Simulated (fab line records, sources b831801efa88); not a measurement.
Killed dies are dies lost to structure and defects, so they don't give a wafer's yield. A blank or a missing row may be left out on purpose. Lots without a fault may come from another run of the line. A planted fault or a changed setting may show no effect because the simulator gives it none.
One fault seen from 2 desks | flow sky130 | each desk has only its own numbers; what lay behind them comes last

THE TOOL OWNER'S DESK: cvd_w-01
The tool's own readings at SKY_VIA3_CVD_21 (deposits W, target thk 390 nm, time 117.31 s): means of the sampled wafers that have a number, for each lot that ran on this tool. A lot is out of limits, marked OUT, if its mean lies more than 4 standard deviations from the usual mean; the brackets give that distance.
Columns: A = chamber_pressure_Torr at SKY_VIA3_CVD_21, usual 40.01 Torr; B = heater_power_outer_w at SKY_VIA3_CVD_21, usual 520 W; C = heater_power_w at SKY_VIA3_CVD_21, usual 840 W
lot  | first seen here | A     | B   | C
L733 | day 40 04:50    | 40.01 | 470 | 788
L736 | day 41 05:36    | 39.94 | 502 | 816
L741 | day 42 04:32    | 39.88 | 495 | 829
L743 | day 42 15:48    | 39.95 | 523 | 837
L747 | day 43 12:57    | 40.04 | 496 | 820
L750 | day 44 04:51    | 40.03 | 479 | 784
L753 | day 45 00:53    | 40.01 | 525 | 847
L755 | day 45 13:50    | 40.10 | 528 | 841
This desk's finding: nothing out of limits on any of the 8 lots.

THE METROLOGY DESK
What the gauges read, lot by lot, whatever tool the lot ran on: means of the sampled wafers that have a number. A lot is out of limits, marked OUT, if its mean lies more than 4 standard deviations from the usual mean; the brackets give that distance.
Columns: A = cd_nm at SKY_METAL3_CD_MEAS_13, usual 300.0 nm; B = METAL3_OVL at SKY_METAL3_OVL_MEAS_14, usual 5 nm; C = VIA3_W_RS at SKY_VIA3_RS_MEAS_22, usual 0.296 ohm/sq
lot  | first seen here | A     | B  | C
L733 | day 39 02:04    | 301.6 | 11 | 0.295
L736 | day 40 02:25    | 298.9 | 10 | 0.291
L737 | day 40 11:44    | 299.6 | -3 | 0.299
L739 | day 40 20:10    | 301.6 | 12 | 0.296
L741 | day 41 01:47    | 303.2 | 5  | 0.294
L743 | day 41 14:05    | 301.7 | -3 | 0.298
L742 | day 41 17:00    | 301.2 | 9  | 58.624 (+99 or more) OUT
L744 | day 42 00:50    | 298.1 | -1 | 57.554 (+99 or more) OUT
L745 | day 42 01:54    | 300.4 | -4 | 58.192 (+99 or more) OUT
L747 | day 42 12:07    | 300.0 | 0  | 0.297
L750 | day 43 03:50    | 300.2 | 7  | 0.292
L753 | day 44 00:01    | 299.5 | 7  | 0.293
L755 | day 44 13:41    | 300.9 | -2 | 0.296
This desk's finding: out of limits on L742, L744, L745; first on L742, day 42 19:00 (VIA3_W_RS at SKY_VIA3_RS_MEAS_22). In limits: L733, L736, L737, L739, L741, L743, L747, L750, L753, L755.

PUT TOGETHER
The metrology desk could have raised an alarm at day 42 19:00, on L742, L744, L745.
The tool owner's desk saw nothing out of limits.
The tool owner's desk has no number on record for L742, L744, L745.
Of the lots named, all ran SKY_VIA3_CVD_21 on cvd_w-01.

WHAT THE SIMULATOR HAD PUT IN
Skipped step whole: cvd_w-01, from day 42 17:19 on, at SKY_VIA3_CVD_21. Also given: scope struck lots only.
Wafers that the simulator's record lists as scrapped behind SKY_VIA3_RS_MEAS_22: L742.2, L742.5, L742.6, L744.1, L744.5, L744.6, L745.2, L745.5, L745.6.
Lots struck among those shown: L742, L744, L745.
Hours from the fault's start to each desk's first reading out of limits: the metrology desk, 2.
